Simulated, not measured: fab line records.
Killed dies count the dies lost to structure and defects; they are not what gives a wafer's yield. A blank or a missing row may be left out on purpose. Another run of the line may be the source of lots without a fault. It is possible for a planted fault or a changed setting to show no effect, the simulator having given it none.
Which tool is to blame? + flow sky130 + Sampling: 12 lots, 36 wafers, 6 of 708 route steps

## WHAT THE GAUGES READ, wafer by wafer
SKY_SD_N_TW_MEAS_12.
| lot  | measured     | on            | SD_N_TW        |
|------|--------------|---------------|----------------|
| L770 | day 27 23:05 | film-metro-01 | 3987 3961 3951 |
| L771 | day 28 15:59 | film-metro-01 | 3993 3999 3976 |
| L774 | day 29 17:41 | film-metro-03 | 3953 3966 3964 |
| L777 | day 30 22:07 | film-metro-01 | 4005 4013 3971 |
| L779 | day 31 10:25 | film-metro-01 | 3966 3977 3963 |
| L780 | day 31 19:29 | film-metro-03 | 3952 3954 3946 |
| L784 | day 32 22:59 | film-metro-01 | 4010 4040 4000 |
| L788 | day 34 06:25 | film-metro-01 | 3972 3973 4007 |
| L789 | day 34 09:40 | film-metro-01 | 3959 3980 3967 |
| L790 | day 34 12:39 | film-metro-01 | 3953 3988 3960 |
| L791 | day 35 07:44 | film-metro-03 | 3883 3884 3913 |
| L793 | day 36 02:22 | film-metro-01 | 4005 4016 3993 |

SKY_SD_N_RS_MEAS_16: uses a four-point probe to measure.
| lot  | measured     | on            | SD_N_RS (ohm/sq)  |
|------|--------------|---------------|-------------------|
| L770 | day 27 23:22 | film-metro-02 | 68.62 68.61 68.74 |
| L771 | day 28 16:16 | film-metro-03 | 68.50 68.48 68.54 |
| L774 | day 29 18:01 | film-metro-02 | 68.76 68.75 68.71 |
| L777 | day 30 22:25 | film-metro-02 | 68.65 68.65 68.73 |
| L779 | day 31 10:42 | film-metro-02 | 68.78 68.59 68.78 |
| L780 | day 31 19:47 | film-metro-01 | 68.52 68.39 68.75 |
| L784 | day 32 23:18 | film-metro-01 | 68.37 68.57 68.59 |
| L788 | day 34 06:45 | film-metro-02 | 68.56 68.47 68.72 |
| L789 | day 34 09:57 | film-metro-03 | 68.52 68.66 68.44 |
| L790 | day 34 12:56 | film-metro-01 | 68.58 68.60 68.60 |
| L791 | day 35 08:03 | film-metro-02 | 68.62 68.63 68.54 |
| L793 | day 36 02:43 | film-metro-03 | 68.59 68.45 68.46 |

SKY_SD_N_RS_MEAS_17: uses a four-point probe to measure.
| lot  | measured     | on            | SD_P_RS (ohm/sq)  |
|------|--------------|---------------|-------------------|
| L770 | day 27 23:29 | film-metro-02 | 147.5 147.5 147.7 |
| L771 | day 28 16:23 | film-metro-03 | 147.1 147.0 146.8 |
| L774 | day 29 18:08 | film-metro-02 | 147.8 147.5 147.7 |
| L777 | day 30 22:32 | film-metro-02 | 147.5 147.4 147.8 |
| L779 | day 31 10:49 | film-metro-02 | 147.4 147.3 147.3 |
| L780 | day 31 19:54 | film-metro-01 | 146.8 146.8 147.1 |
| L784 | day 32 23:25 | film-metro-01 | 147.1 146.6 147.6 |
| L788 | day 34 06:52 | film-metro-02 | 146.8 147.2 146.8 |
| L789 | day 34 10:04 | film-metro-03 | 147.5 147.1 147.4 |
| L790 | day 34 13:04 | film-metro-01 | 147.4 147.1 147.5 |
| L791 | day 35 08:10 | film-metro-02 | 147.0 147.3 146.8 |
| L793 | day 36 02:50 | film-metro-03 | 146.5 147.1 146.6 |

SKY_LI_CONTACT_RS_MEAS_22: uses a four-point probe to measure.
| lot  | measured     | on            | LI_CONTACT_W_RS (ohm/sq) |
|------|--------------|---------------|--------------------------|
| L770 | day 29 05:25 | film-metro-03 | 0.2828 0.2831 0.2860     |
| L771 | day 29 22:29 | film-metro-02 | 0.2817 0.2858 0.2853     |
| L774 | day 30 23:59 | film-metro-01 | 0.2805 0.2837 0.2828     |
| L777 | day 32 04:25 | film-metro-02 | 0.2280 0.2292 0.2276     |
| L779 | day 32 15:19 | film-metro-01 | 0.2268 0.2257 0.2271     |
| L780 | day 33 00:15 | film-metro-01 | 0.2271 0.2271 0.2268     |
| L784 | day 34 03:45 | film-metro-01 | 0.2851 0.2800 0.2823     |
| L788 | day 35 11:00 | film-metro-02 | 0.2819 0.2822 0.2823     |
| L789 | day 35 14:09 | film-metro-03 | 0.2844 0.2866 0.2815     |
| L790 | day 35 16:47 | film-metro-01 | 0.2854 0.2847 0.2846     |
| L791 | day 36 12:10 | film-metro-01 | 0.2876 0.2876 0.2864     |
| L793 | day 37 06:25 | film-metro-01 | 0.2835 0.2810 0.2850     |

SKY_LI_CONTACT_THK_MEAS_23: measures by xrf.
| lot  | measured     | on            | LI_CONTACT_W_THK (nm) |
|------|--------------|---------------|-----------------------|
| L770 | day 29 05:31 | film-metro-03 | 387 384 381           |
| L771 | day 29 22:35 | film-metro-02 | 391 382 385           |
| L774 | day 31 00:07 | film-metro-01 | 393 388 392           |
| L777 | day 32 04:32 | film-metro-02 | 466 466 469           |
| L779 | day 32 15:26 | film-metro-01 | 487 489 483           |
| L780 | day 33 00:21 | film-metro-01 | 481 479 481           |
| L784 | day 34 03:51 | film-metro-01 | 391 395 391           |
| L788 | day 35 11:07 | film-metro-02 | 385 386 385           |
| L789 | day 35 14:16 | film-metro-03 | 385 381 391           |
| L790 | day 35 16:53 | film-metro-01 | 386 389 386           |
| L791 | day 36 12:15 | film-metro-01 | 381 384 384           |
| L793 | day 37 06:32 | film-metro-01 | 390 394 389           |

## TOOL THAT RAN EACH LOT (tool first, then ch and the chambers of the sampled wafers, then the start)
| lot  | SKY_LI_CONTACT_CVD_21         |
|------|-------------------------------|
| L770 | cvd-w-01 ch 0,1, day 29 05:16 |
| L771 | cvd-w-01 ch 0, day 29 22:20   |
| L774 | cvd-w-02 ch 0,1, day 30 23:52 |
| L777 | cvd-w-01 ch 0,1, day 32 04:16 |
| L779 | cvd-w-01 ch 0,1, day 32 15:12 |
| L780 | cvd-w-01 ch 0,1, day 33 00:08 |
| L784 | cvd-w-02 ch 0,1, day 34 03:38 |
| L788 | cvd-w-02 ch 0, day 35 10:52   |
| L789 | cvd-w-01 ch 0,1, day 35 14:01 |
| L790 | cvd-w-01 ch 0,1, day 35 16:38 |
| L791 | cvd-w-01 ch 0,1, day 36 12:01 |
| L793 | cvd-w-02 ch 1, day 37 06:17   |
- SKY_LI_CONTACT_CVD_21: deposits W, target thk 400 nm, time 120.56 s.

## WHAT THE TOOLS THEMSELVES READ (means of the sampled wafers that have a number; where no wafer has one, the mark that the record gives instead)
SKY_LI_CONTACT_CVD_21.
| lot  | tool     | heater-power-w (W) |
|------|----------|--------------------|
| L770 | cvd-w-01 | 779                |
| L771 | cvd-w-01 | 759                |
| L774 | cvd-w-02 | 816                |
| L777 | cvd-w-01 | 779                |
| L779 | cvd-w-01 | 776                |
| L780 | cvd-w-01 | 777                |
| L784 | cvd-w-02 | 817                |
| L788 | cvd-w-02 | 830                |
| L789 | cvd-w-01 | 769                |
| L790 | cvd-w-01 | 798                |
| L791 | cvd-w-01 | 790                |
| L793 | cvd-w-02 | 810                |

## THE ANSWER, worked out from the rows above alone
Rule: the lots themselves supply what counts as usual. Put in order of their means at a reading, lots are off if they are a third of the lots or fewer, leave a main group of 4 or more, and stand apart from it by a gap of 3 or more times the standard deviation of the main group's means; of several such gaps the widest counts. The tables above print the reading to a certain number of digits; a main group whose means all agree to those digits is not used. Also off: a lot with no number at a reading for which 4 or more lots have one. The other lots that the step has rows for count as sound. After the gauges, taken in route order, come the tools' own readings; for these a lot's mean is taken, as printed above. At the first step where some lot is off, the reading lying furthest off is the one used; lots without a number count as furthest.
Off: at SKY_LI_CONTACT_RS_MEAS_22 (LI_CONTACT_W_RS), L777, L779, L780. Main group: mean 0.2838 ohm/sq, sd 0.0015.
A tool fits if, at a process step before that reading, it ran every lot that is off, and no sound lot after the first of them. The gauges at SKY_LI_CONTACT_RS_MEAS_22 are tried like those tools. None of those tried fits.

## WHAT THE SIMULATOR PUT IN
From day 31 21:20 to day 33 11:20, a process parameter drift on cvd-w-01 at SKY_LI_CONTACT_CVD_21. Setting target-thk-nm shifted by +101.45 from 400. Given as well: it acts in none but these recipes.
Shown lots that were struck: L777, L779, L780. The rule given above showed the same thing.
